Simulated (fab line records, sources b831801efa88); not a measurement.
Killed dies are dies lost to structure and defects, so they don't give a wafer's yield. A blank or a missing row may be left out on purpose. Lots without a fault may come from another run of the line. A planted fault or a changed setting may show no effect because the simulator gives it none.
A struck lot beside a sound one | flow sky130 | 16 steps out of a route of 708
Sound: wafers L955.1, L955.2, L955.6. Struck: wafers L958.2, L958.5, L958.6. The cause comes at the end.
At each step with rows: each side's tool, then ch and its chambers, then its first start. Under that, the readings that differ: sound wafers | struck wafers | difference of the means | sigmas: that difference in standard deviations of wafers without a fault.
alike: readings whose means differ by less than 2 such deviations, and words and numbers that are the same on both sides. not compared: withheld readings, readings that some wafer has no value for, bounds like >300 that may hide the same value, and numbers for which the record gives no deviation and whose values overlap.
The two part at a step that has a row with sigmas, a row that says differs or no value, or rows on one side only. Numbers that don't overlap but have no deviation are shown without sigmas and don't part them. A reading that every wafer of one side lacks parts them only if that side has two wafers or more.

first, 4 steps without rows for these wafers: SKY_LDD_N_IMPLANT_12; SKY_LDD_N_IMPLANT_13; SKY_LDD_N_IMPLANT_14; SKY_LDD_N_IMPLANT_15.
SKY_LDD_N_STRIP_16: strips in O2/N2.
  sound on plasma_asher-02 ch 0,1, day 23 12:50; struck on plasma_asher-04 ch 0,1, day 24 19:30
  alike: drypump_motor_current_A, oes_product_au, strip_time_to_endpoint_s
  not compared: rf_hours_counter_h
SKY_LDD_N_TW_MEAS_17:
  sound on film_metro-02, day 23 12:56; struck on film_metro-04, day 24 19:37
  alike: LDD_N_TW
then, 6 steps without rows for these wafers: SKY_LDD_P_DEHYDRATE_00 (time 60 s); SKY_LDD_P_HMDS_01 (prime time 60 s); SKY_LDD_P_COAT_02 (resist thk 1140 nm); SKY_LDD_P_SOFTBAKE_03 (time 60 s); SKY_LDD_P_EXPOSE_04 (exposes mask PSDM, target cd 380 nm); SKY_LDD_P_PEB_05.
SKY_LDD_P_DEVELOP_06: develop time 60 s.
  sound on litho_track-01 ch 0, day 24 18:12; struck on litho_track-04 ch 0, day 26 00:16
SKY_LDD_P_CD_MEAS_07: target cd 380 nm.
  sound on cd_sem-01, day 24 18:21; struck on cd_sem-02, day 26 00:24
  reading    | sound             | struck            | difference | sigmas
  cd_nm (nm) | 379.7 380.6 381.2 | 393.6 393.8 395.5 | +13.8      | +5
SKY_LDD_P_OVL_MEAS_08:
  sound on overlay-02, day 24 18:28; struck on overlay-02, day 26 00:31
  alike: LDD_P_OVL
-- the record jumps here: 24 days lie between the struck wafers' starts before and after (it left off in module LDD_P and takes up again in module PAD_OPEN, whose first step shown is number 708 of the route) --
SKY_PAD_OPEN_PROBE_99:
  sound on prober-01, day 49 13:17; struck on prober-02, day 50 08:33
  alike: killed_at_M0_to_M3, killed_at_M4_up, killed_at_contacts, killed_at_front_end, killed_at_other, killed_dies, killed_on_rim, killed_open, killed_short

WHERE THEY PART
Only at SKY_LDD_P_CD_MEAS_07, within this record. Later steps at which nothing parts them and some readings are alike: SKY_LDD_P_OVL_MEAS_08, SKY_PAD_OPEN_PROBE_99.

WHY: what the simulator had put in
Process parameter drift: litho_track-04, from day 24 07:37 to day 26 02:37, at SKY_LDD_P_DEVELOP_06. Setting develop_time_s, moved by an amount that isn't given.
